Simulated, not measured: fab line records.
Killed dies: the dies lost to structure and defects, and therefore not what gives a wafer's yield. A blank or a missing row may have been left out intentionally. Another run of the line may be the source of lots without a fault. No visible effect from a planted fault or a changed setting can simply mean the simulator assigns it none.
The tool behind it: which one? -- flow gf180mcu -- Sampling: 13 lots, 37 wafers, 5 of 602 route steps

WHAT EACH GAUGE READ, for each wafer
GF_M1_RS_MEAS_05: measures by four-point-probe. Usual: M1_ALCU_RS 0.0693 ohm/sq, standard deviation 0.00074.
lot,measured,on,M1_ALCU_RS (ohm/sq),flag
L832,day 16 05:00,film metro-02,0.0700 0.0703 0.0701,
L833,day 16 15:37,film metro-03,0.0696 0.0702 0.0700,
L834,day 16 17:59,film metro-03,0.0687 0.0688 0.0683,
L841,day 19 04:46,film metro-02,0.0694 0.0684 0.0694 0.0685,
L842,day 19 19:19,film metro-02,0.0683 0.0696 0.0683 0.0695,
L845,day 20 20:07,film metro-03,0.0691 0.0686 0.0696,
L848,day 21 17:08,film metro-03,0.0683 0.0679 0.0688,
L849,day 22 06:46,film metro-03,0.0687 0.0691 0.0696,
L850,day 22 14:19,film metro-02,0.0690 0.0696 0.0687,
L851,day 23 01:40,film metro-03,0.0689 0.0687 0.0686,
L853,day 23 17:13,film metro-01,0.0715 0.0706 0.0705,
L854,day 24 05:02,film metro-02,0.0688 0.0686 0.0684,
L855,day 24 14:27,film metro-03,0.0704 0.0704 0.0700,

GF_M1_THK_MEAS_06: measures by xrf. Usual: M1_ALCU_THK 455 nm, standard deviation 5.4.
lot,measured,on,M1_ALCU_THK (nm),flag
L832,day 16 05:06,film metro-02,448 445 445,
L833,day 16 15:43,film metro-03,452 449 448,
L834,day 16 18:06,film metro-03,459 458 459,
L841,day 19 06:01,film metro-02,452 455 449 455,
L842,day 20 03:07,film metro-02,457 451 461 453,
L845,day 20 20:13,film metro-03,460 464 458,
L848,day 21 17:15,film metro-03,462 465 457,
L849,day 22 06:52,film metro-03,457 457 453,
L850,day 22 14:25,film metro-02,454 451 455,
L851,day 23 01:46,film metro-03,458 460 459,
L853,day 23 17:19,film metro-01,443 445 449,
L854,day 24 05:09,film metro-02,459 455 461,
L855,day 24 14:33,film metro-03,450 451 454,

GF_V2_THK_MEAS_03. Usual: V2_CVD_02_THK 848 nm, standard deviation 10.
lot,measured,on,V2_CVD_02_THK (nm),flag
L832,day 19 06:16,film metro-02,841 852 850,
L833,day 19 15:29,film metro-02,847 854 866,
L834,day 19 19:01,film metro-02,843 841 853,
L841,day 22 09:01,film metro-02,834 845,
L842,day 22 22:58,film metro-01,841 858,
L845,day 23 21:01,film metro-01,845 858 851,
L848,day 24 17:03,film metro-04,841 835 851,
L849,day 25 07:56,film metro-02,837 846 853,
L850,day 25 12:46,film metro-01,834 860 857,
L851,day 25 23:53,film metro-01,853 867 868,
L853,day 26 13:31,film metro-04,840 857 854,
L854,day 26 23:47,film metro-04,835 852 861,
L855,day 27 09:34,film metro-01,843 862 861,

GF_V3_THK_MEAS_03. Usual: V3_CVD_02_THK 852 nm, standard deviation 12.
lot,measured,on,V3_CVD_02_THK (nm),flag
L832,day 21 09:31,film metro-03,845 854 859,
L833,day 21 18:37,film metro-03,841 866 844,
L834,day 21 22:29,film metro-01,855 846 856,
L841,day 24 10:18,film metro-01,856 851,
L842,day 24 22:11,film metro-04,844 851,
L845,day 25 19:18,film metro-04,839 853 866,
L848,day 26 14:31,film metro-04,863 834 859,
L849,day 27 04:49,film metro-03,837 840 854,
L850,day 27 09:22,film metro-03,831 866 855,
L851,day 27 19:50,film metro-03,838 857 881,
L853,day 28 10:02,film metro-04,845 843 870,
L854,day 28 17:30,film metro-01,842 861 866,
L855,day 29 03:44,film metro-03,841 862 845,

WHAT TOOL EACH LOT RAN ON (gives the tool, then ch and the chambers of the sampled wafers, and finally the start)
lot,GF_SAB_EXPOSE_06
L832,"iline stepper-02 ch 0, day 14 17:32"
L833,"iline stepper-02 ch 0, day 15 04:20"
L834,"iline stepper-01 ch 0, day 15 06:53"
L841,"iline stepper-02 ch 0, day 17 14:34"
L842,"iline stepper-02 ch 0, day 18 04:32"
L845,"iline stepper-01 ch 0, day 19 04:31"
L848,"iline stepper-01 ch 0, day 20 03:17"
L849,"iline stepper-01 ch 0, day 20 15:24"
L850,"iline stepper-01 ch 0, day 21 00:14"
L851,"iline stepper-02 ch 0, day 21 11:48"
L853,"iline stepper-01 ch 0, day 22 04:58"
L854,"iline stepper-02 ch 0, day 22 15:37"
L855,"iline stepper-01 ch 0, day 23 02:03"
- GF_SAB_EXPOSE_06: exposes mask SAB, target cd 420 nm.

WHAT THE TOOLS THEMSELVES READ (means of the sampled wafers that have a number; where no wafer has one, the mark that the record gives instead)
The record holds no such reading with a usual standard deviation.

THE ANSWER, worked out from the rows above alone
Rule: take the mean of a lot's wafers that have a number; if it is more than 3 standard deviations from the usual mean, the lot is off. A lot without any number at a reading at which 4 lots or more have one is off too. Any other lot the step has rows for is counted as sound. After the gauges, taken in route order, come the tools' own readings; for these a lot's mean is taken, as printed above. At the first step where some lot is off, the reading lying furthest off is the one used; lots without a number count as furthest.
Nothing can be told from this: no lot is off at any reading shown.

WHAT WAS PUT IN BY THE SIMULATOR
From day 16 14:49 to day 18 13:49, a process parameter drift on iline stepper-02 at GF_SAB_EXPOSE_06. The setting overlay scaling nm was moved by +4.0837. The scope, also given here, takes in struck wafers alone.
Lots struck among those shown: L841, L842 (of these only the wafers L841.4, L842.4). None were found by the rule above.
